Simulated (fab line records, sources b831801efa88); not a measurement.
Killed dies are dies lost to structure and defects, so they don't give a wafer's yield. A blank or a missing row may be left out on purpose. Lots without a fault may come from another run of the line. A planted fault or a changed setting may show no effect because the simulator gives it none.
Chamber matching | flow sky130 | SKY_LI_CONTACT_ETCH_15 on rie_diel-03: 4 sister chambers
The step etches PSG in C4F8/O2/Ar, stops on Si, target depth 600 nm. 16 wafers are shown with their chamber, then 8 later ones without.

WAFERS WITH THEIR CHAMBER
wafer  | chamber | chamber_pressure_mTorr (mTorr) | oes_product_au (a.u.)
L074.2 | 2       | 39.95                          | 0.843
L074.4 | 1       | 40.05                          | 0.838
L074.5 | 3       | 40.02                          | 0.840
L075.2 | 3       | 39.97                          | 0.837
L075.4 | 0       | 39.99                          | 0.840
L075.6 | 1       | 40.04                          | 0.842
L080.1 | 3       | 39.97                          | 0.837
L080.4 | 1       | 40.03                          | 0.840
L080.5 | 1       | 39.98                          | 0.839
L081.2 | 0       | 39.98                          | 0.847
L081.5 | 1       | 39.95                          | 0.835
L081.6 | 2       | 39.99                          | 0.831
L084.3 | 0       | 40.01                          | 0.837
L084.4 | 3       | 39.95                          | 0.843
L084.5 | 1       | 39.96                          | 0.837
L087.2 | 3       | 40.04                          | 0.843

SIGNATURES (means of the wafers above)
reading                | chamber 0 | chamber 1 | chamber 2 | chamber 3 | scatter within a chamber
chamber_pressure_mTorr | 39.9933   | 40.0017   | 39.9700   | 39.9900   | 0.0371
oes_product_au         | 0.84133   | 0.83850   | 0.83700   | 0.84000   | 0.00398
Rule: a wafer's distance from a chamber is the root of the sum, over the readings, of the square of ((its reading less the chamber's mean) divided by the reading's scatter). The wafer belongs to the nearest chamber; if the next one is less than 2 further off, it can't be placed. The scatter: the root of (the sum of the squares of (reading less its chamber's mean) over the shown wafers, divided by (wafers less chambers)).

WAFERS WITHOUT THEIR CHAMBER
wafer  | chamber_pressure_mTorr (mTorr) | oes_product_au (a.u.)
L087.4 | 40.06                          | 0.836
L087.5 | 39.97                          | 0.839
L093.1 | 39.98                          | 0.834
L093.3 | 39.99                          | 0.833
L093.6 | 40.04                          | 0.834
L095.4 | 39.93                          | 0.834
L095.5 | 40.02                          | 0.824
L095.6 | 40.01                          | 0.838

WHICH CHAMBER EACH WENT THROUGH
wafer  | from the rows above               | in truth
L087.4 | can't be placed: 1 or 3 or 0 or 2 | 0
L087.5 | can't be placed: 2 or 3 or 0 or 1 | 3
L093.1 | can't be placed: 2 or 1 or 3 or 0 | 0
L093.3 | can't be placed: 2 or 1 or 3 or 0 | 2
L093.6 | can't be placed: 1 or 3 or 2 or 0 | 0
L095.4 | can't be placed: 2 or 3 or 1 or 0 | 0
L095.5 | can't be placed: 2 or 1 or 3 or 0 | 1
L095.6 | can't be placed: 1 or 3 or 0 or 2 | 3
Placed correctly: 0 of 8. Can't be placed from these rows: 8 (the true chamber is among the candidates in 8). Placed wrongly: 0.
